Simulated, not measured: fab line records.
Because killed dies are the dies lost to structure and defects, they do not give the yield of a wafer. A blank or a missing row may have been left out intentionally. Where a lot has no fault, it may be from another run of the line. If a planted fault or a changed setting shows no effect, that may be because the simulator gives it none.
A struck lot beside a sound one    flow sky130    15 steps out of a route of 708
Sound: wafers L193.1, L193.2, L193.3. Struck: wafer L197.6 (L197.1, L197.3, from the same lot, were not struck and are left out); the cause is given at the end.
Each step with rows lists, per side, the tool, then ch with its chambers, then its first start. Under that, the readings that differ: sound wafers    struck wafers    difference of the means    sigmas: that difference in standard deviations of wafers without a fault.
alike: words and numbers the same on both sides, and readings whose means are apart by under 2 such deviations; not compared: readings that were withheld, readings missing a value for some wafer, numbers with overlapping values and no deviation given by the record, and bounds like >300 which may hide the same value.
Wherever a step has rows on one side only, a row that says differs or no value, or a row with sigmas, the two part there. When numbers do not overlap yet have no deviation, they are printed without sigmas and do not part them. A reading missing from all wafers of one side parts the sides only when that side holds two or more wafers.

first, 7 steps without rows for these wafers: SKY_METAL2_HMDS_08 (prime time 60 s); SKY_METAL2_COAT_09 (resist thk 60 nm); SKY_METAL2_COAT_10 (resist thk 450 nm); SKY_METAL2_SOFTBAKE_11 (time 90 s); SKY_METAL2_EXPOSE_12 (exposes mask MM2, target cd 140 nm); SKY_METAL2_PEB_13; SKY_METAL2_DEVELOP_14 (develop time 57.26 s).
SKY_METAL2_CD_MEAS_15 targets a cd of 140 nm.
  sound: cd sem-02 at day 38 09:41; struck: cd sem-02 at day 40 00:29
  alike: cd nm
SKY_METAL2_OVL_MEAS_16:
  sound: overlay-02 at day 38 09:48; struck: overlay-01 at day 40 00:37
  alike: METAL2_OVL
SKY_METAL2_DESCUM_17: chemistry O2, time 8 s.
  sound on rie metal-03 ch 0,1, day 38 09:50; struck on rie metal-01 ch 0, day 40 00:39
  alike: drypump motor current A, oes product au
  not compared: rf hours counter h
SKY_METAL2_ETCH_18: etches BARC in N2/H2, stops on SiO2, time 45.9 s, target depth 60 nm.
  sound on rie metal-03 ch 0,1, day 38 09:52; struck on rie metal-01 ch 0, day 40 00:43
reading                sound              struck  difference  sigmas
oes product au (a.u.)  0.858 0.848 0.851  0.864   +0.012      +2
  alike: drypump motor current A, h2 flow sccm, throttle valve pct
  not compared: rf hours counter h
SKY_METAL2_METAL_ETCH_19: etches the open film in Cl2/BCl3, stops on SiO2, target depth 360 nm, time 78 s.
  sound on rie metal-03 ch 0,1, day 38 09:56; struck on rie metal-01 ch 0, day 40 00:50
  alike: bcl3 flow sccm, drypump motor current A, oes product au, throttle valve pct
  not compared: rf hours counter h
SKY_METAL2_STRIP_20: strips in O2/N2.
  sound on plasma asher-03 ch 0,1, day 38 10:02; struck on plasma asher-03 ch 1, day 40 01:01
reading           sound        struck  difference  sigmas
overash fraction  0.5 0.5 0.5  0.7     +0.2        
  alike: drypump motor current A, oes product au, strip time to endpoint s
  not compared: rf hours counter h
then, 1 step without rows for these wafers: SKY_METAL2_STRIP_21 (strips in post etch residue remover, time 1200 s).
-- the record jumps here: 9 days lie between the struck wafers' starts before and after (it left off in module METAL2 and takes up again in module PAD_OPEN, whose first step shown is number 708 of the route) --
SKY_PAD_OPEN_PROBE_99:
  sound: prober-01 at day 48 07:56; struck: prober-02 at day 49 10:55
  alike: defect limited yield, killed_at_M0_to_M3, killed_at_M4_up, killed at contacts, killed at front end, killed at other, killed dies, killed open, killed short, sort_bin_3_pad_short, sort_bin_5_function, sort_bin_6_memory, sort n pass, sort yield pct

WHERE THEY PART
Only at SKY_METAL2_ETCH_18, within this record. Later steps at which nothing parts them and some readings are alike: SKY_METAL2_METAL_ETCH_19, SKY_METAL2_STRIP_20, SKY_PAD_OPEN_PROBE_99.

WHY: what the simulator had put in
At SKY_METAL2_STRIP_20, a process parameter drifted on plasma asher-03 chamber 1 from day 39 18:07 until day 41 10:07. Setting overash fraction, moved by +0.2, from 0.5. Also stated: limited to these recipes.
